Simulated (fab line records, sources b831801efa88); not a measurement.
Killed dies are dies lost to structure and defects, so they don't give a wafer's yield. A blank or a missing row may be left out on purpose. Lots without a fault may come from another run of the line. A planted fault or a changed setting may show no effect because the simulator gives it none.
Which tool did it? | flow gf180mcu | 7 lots, 21 wafers sampled, at 3 steps of a route of 602

WHAT THE GAUGES READ, wafer by wafer
GF_V5_THK_MEAS_03.
lot  | measured     | on            | V5_CVD_02_THK (nm)
L231 | day 26 17:11 | film_metro-04 | 1434 1445 1445
L233 | day 27 11:13 | film_metro-03 | 1427 1454 1459
L235 | day 28 01:10 | film_metro-04 | 1423 1425 1443
L238 | day 28 22:24 | film_metro-04 | 1450 1478 1480
L240 | day 29 18:13 | film_metro-03 | 1429 1454 1436
L242 | day 30 05:01 | film_metro-04 | 1459 1464 1463
L252 | day 32 16:19 | film_metro-03 | 1447 1463 1469

WHICH TOOL RAN EACH LOT (tool, then ch and the chambers of the sampled wafers, then the start)
lot  | GF_M4_SPUTTER_04             | GF_MIM_CVD_05
L231 | pvd_sputter-02, day 22 21:07 | pecvd-01 ch 0,2, day 24 21:20
L233 | pvd_sputter-03, day 23 15:49 | pecvd-01 ch 1,2, day 25 14:47
L235 | pvd_sputter-01, day 24 08:49 | pecvd-03 ch 0,2, day 26 07:15
L238 | pvd_sputter-01, day 25 08:42 | pecvd-01 ch 1,2, day 27 05:43
L240 | pvd_sputter-01, day 26 06:52 | pecvd-01 ch 0,1,2, day 28 02:29
L242 | pvd_sputter-01, day 26 19:22 | pecvd-02 ch 1,2, day 28 13:48
L252 | pvd_sputter-02, day 29 13:13 | pecvd-01 ch 0,1,2, day 31 05:05
- GF_M4_SPUTTER_04: material TiN, target thk 50 nm, time 41.7 s.
- GF_MIM_CVD_05: deposits Si3N4, target thk 42 nm, time 29.086 s.

THE ANSWER, worked out from the rows above alone
Rule: what is usual is taken from the lots themselves. Put in order of their means at a reading, lots are off if they are a third of the lots or fewer, leave a main group of 4 or more, and stand apart from it by a gap of 3 or more times the standard deviation of the main group's means; of several such gaps the widest counts. A main group whose means are all the same, to the digits that the tables above print for the reading, isn't used. A lot without any number at a reading at which 4 lots or more have one is off too. The other lots that the step has rows for count as sound.
No lot is off at any reading shown: from this, nothing can be told.

WHAT THE SIMULATOR HAD PUT IN
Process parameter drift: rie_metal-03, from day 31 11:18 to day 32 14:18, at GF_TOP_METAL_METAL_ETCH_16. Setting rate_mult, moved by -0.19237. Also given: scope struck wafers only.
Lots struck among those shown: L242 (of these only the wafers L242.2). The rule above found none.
